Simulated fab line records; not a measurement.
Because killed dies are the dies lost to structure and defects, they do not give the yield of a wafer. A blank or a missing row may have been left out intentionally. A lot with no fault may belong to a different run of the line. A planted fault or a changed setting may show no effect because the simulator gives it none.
Comparing a struck lot with a sound one -- flow gf180mcu -- 27 out of 602 route steps
Sound: the wafers L486.1, L486.2, L486.6. Struck: wafers L481.1, L481.2, L481.3. The cause comes at the end.
Order at every step that has rows: each side's tool, ch and its chambers, its first start. Under that, the readings that differ: sound wafers -- struck wafers -- difference of the means -- sigmas: that difference in standard deviations of wafers without a fault.
alike: readings with means less than 2 such deviations apart, plus words and numbers identical on both sides. not compared: withheld readings, readings lacking a value on some wafer, bounds such as >300 that could conceal the same value, and numbers that have no deviation in the record and whose values overlap.
The two part at a step that has a row with sigmas, a row that says differs or no value, or rows on one side only. Numbers that have no deviation but don't overlap get no sigmas and don't part them. A reading missing from all wafers of one side parts the sides only when that side holds two or more wafers.

GF_LVPWELL_STRIP_10: strips in O2/N2.
  sound on plasmaAsher-04 ch 0,1, day 7 03:53; struck on plasmaAsher-03 ch 0,1, day 5 14:36
  alike: chamberPressureMTorr, drypumpMotorCurrentA, heaterPowerW, oesProductAu, stripTimeToEndpointS
  not compared: rfHoursCounterH
GF_LVPWELL_TW_MEAS_11:
  sound on filmMetro-03, day 7 03:59; struck on filmMetro-04, day 5 14:42
  alike: LVPWELL_TW
then, 7 steps without rows for these wafers: GF_MVSD_DEHYDRATE_00 (time 60 s); GF_MVSD_HMDS_01 (prime time 60 s); GF_MVSD_COAT_02 (resist thk 3000 nm); GF_MVSD_SOFTBAKE_03; GF_MVSD_EXPOSE_04 (exposes mask MVSD, target cd 1000 nm); GF_MVSD_PEB_05; GF_MVSD_DEVELOP_06 (develop time 60 s).
GF_MVSD_OVL_MEAS_07:
  sound on overlay-02, day 7 20:16; struck on overlay-02, day 6 06:07
  alike: MVSD_OVL
then, 2 steps without rows for these wafers: GF_MVSD_IMPLANT_08; GF_MVSD_IMPLANT_09.
GF_MVSD_STRIP_10: strips in O2/N2.
  sound on plasmaAsher-02 ch 0,1, day 7 20:35; struck on plasmaAsher-01 ch 0,1, day 6 06:27
  no value came back on the struck wafers for any of 6 readings (chamberPressureMTorr (mTorr), drypumpMotorCurrentA (A) and others); on the sound wafers chamberPressureMTorr (mTorr) reads 1498.1 1501.4 1498.7
reading,sound,struck,difference,sigmas
model.coat_of_MVSD_COAT_02.thkNm (nm),0 0 0,3008 3008 3001,+3006,
  not compared: rfHoursCounterH
GF_MVSD_TW_MEAS_11:
  sound on filmMetro-04, day 7 20:41; struck on filmMetro-03, day 6 06:33
reading,sound,struck,difference,sigmas
MVSD_TW,1545 1545 1547,1590 1591 1587,+44,+2
then, 7 steps without rows for these wafers: GF_MVPSD_DEHYDRATE_00 (time 60 s); GF_MVPSD_HMDS_01 (prime time 60 s); GF_MVPSD_COAT_02 (resist thk 3000 nm); GF_MVPSD_SOFTBAKE_03; GF_MVPSD_EXPOSE_04 (exposes mask MVPSD, target cd 1000 nm); GF_MVPSD_PEB_05; GF_MVPSD_DEVELOP_06 (develop time 60 s).
GF_MVPSD_OVL_MEAS_07:
  sound on overlay-02, day 8 11:59; struck on overlay-02, day 6 21:55
  alike: MVPSD_OVL
then, 2 steps without rows for these wafers: GF_MVPSD_IMPLANT_08; GF_MVPSD_IMPLANT_09.
GF_MVPSD_STRIP_10: strips in O2/N2.
  sound on plasmaAsher-04 ch 0,1, day 8 12:20; struck on plasmaAsher-04 ch 0,1, day 6 22:15
reading,sound,struck,difference,sigmas
oesProductAu (a.u.),0.722 0.723 0.719,0.733 0.731 0.737,+0.012,+3
stripTimeToEndpointS (s),36.88 36.78 36.92,81.33 81.49 81.33,+44.52,+99 or more
  alike: chamberPressureMTorr, drypumpMotorCurrentA, heaterPowerW
  not compared: rfHoursCounterH
GF_MVPSD_TW_MEAS_11:
  sound on filmMetro-04, day 8 12:26; struck on filmMetro-04, day 6 22:21
reading,sound,struck,difference,sigmas
MVPSD_TW,548 548 548,29 29 29,-519,-80
then, 1 step without rows for these wafers: GF_VT_IMPLANT_DEHYDRATE_00 (time 60 s).

== WHERE THEY PART ==
Last at GF_MVPSD_TW_MEAS_11 as far as this record goes, first at GF_MVSD_STRIP_10.

WHY: what had been put in by the simulator
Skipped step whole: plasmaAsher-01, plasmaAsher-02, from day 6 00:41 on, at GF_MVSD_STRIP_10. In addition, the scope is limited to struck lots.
